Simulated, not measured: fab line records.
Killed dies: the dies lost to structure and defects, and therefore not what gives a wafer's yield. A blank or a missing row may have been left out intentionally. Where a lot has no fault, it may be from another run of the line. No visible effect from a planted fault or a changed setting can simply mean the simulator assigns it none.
Code-filled problem report in 8D (eight disciplines) form | flow sky130 | the parts of the form that need people (team, actions taken, sign-off) are left out

## 1. WHAT IS WRONG
On 3 wafers of 1 lot, cd nm at SKY_POLY_GATE_CD_MEAS_13 has a mean of 122.7 nm; fault-free wafers read 149.5 nm, standard deviation 1.5. That is -18 standard deviations from the usual mean.
The step: target cd 150 nm.
Earliest sighting: wafer L564.1 on cd sem-02 at day 20 16:49. The record has a number at this step for 36 wafers belonging to 12 lots. Rule for "out", or "out of limits": more than 4 standard deviations from the usual mean. The other wafers with a number count as sound.

## 2. WHAT IT IS; WHAT IT IS NOT
question                    | is                     | is not
which readings at this step | cd nm                  | -
which lots                  | L564                   | L552, L553, L554, L555, L557, L558, L567, L572, L573, L574, L575
which wafers of those lots  | all that have a number | -
read on which gauges        | cd sem-02              | cd sem-01
when                        | from day 20 16:49      | up to then (18 sound wafers); but 15 sound wafers of L567, L572, L573, L574, L575 came after

## 3. THE SUSPECTS, EACH WITH WHAT RULES IT OUT
Counting: any tool at a process step up to the reading is kept as a suspect provided that every lot that is out went through it and no sound lot did after the first of them.
- ruled out: the gauge at SKY_POLY_GATE_CD_MEAS_13. All the wafers that are out were read on cd sem-02, but those of them that SKY_POLY_GATE_EXPOSE_10 has rows for are out there too, on other tools.
- krf scanner-01 at SKY_POLY_GATE_EXPOSE_10 (exposes mask P1M, target cd 150 nm): ruled out as a lasting fault. Following L564 (day 20 02:02), the first lot on it that is out, the sound lots L572, L574, L575 were run on it.
Left after counting: nothing in the record.

## 4. THE CAUSE (what the simulator had put in)
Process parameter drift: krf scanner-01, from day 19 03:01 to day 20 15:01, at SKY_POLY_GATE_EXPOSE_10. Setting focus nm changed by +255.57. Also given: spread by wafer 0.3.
Counting ruled it out, wrongly: the rule takes a fault to strike every lot that its tool runs from its start on, and this one did not.

## 5. THE EFFECT CHAIN, in route order
Each row: a reading whose mean over the struck wafers that have a number lies more than 3 standard deviations from the usual. Readings are gone through only where the record gives a usual standard deviation; hours: the median, over the lots, of the time from a lot's start at the first step in this table giving one to that lot's start at this step; sigmas: the change measured in usual standard deviations.
hours | step                     | reading              | usual    | on struck wafers | change | sigmas
0     | SKY_POLY_GATE_EXPOSE_10  | exposure dose mJ cm2 | 27.98    | 26.86            | -1.12  | -36
15    | SKY_POLY_GATE_CD_MEAS_13 | cd nm                | 149.5 nm | 122.7            | -26.8  | -18
689   | SKY_PAD_OPEN_PROBE_99    | killed at front end  | 16       | 223              | +207   | +47
689   | SKY_PAD_OPEN_PROBE_99    | killed dies          | 87       | 301              | +214   | +22
Its process steps:
- SKY_POLY_GATE_EXPOSE_10: exposes mask P1M, target cd 150 nm.
- SKY_PAD_OPEN_PROBE_99
Later steps that measure or inspect, where all struck wafers having a row at the step show a number for every such reading and not one has moved that far: SKY_POLY_CUT_CD_MEAS_08, SKY_LI_CONTACT_CD_MEAS_12.

## 6. WHAT WOULD HAVE CAUGHT IT SOONER
Counted from the fault's start at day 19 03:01, it took 38 hours until the first out-of-limits reading at a measuring or inspecting step in this record, taken at day 20 16:49.
The tool's own readings at SKY_POLY_GATE_EXPOSE_10 were out on every struck wafer that the step has a row for (exposure dose mJ cm2): an alarm limit on them would have fired on the first of those.
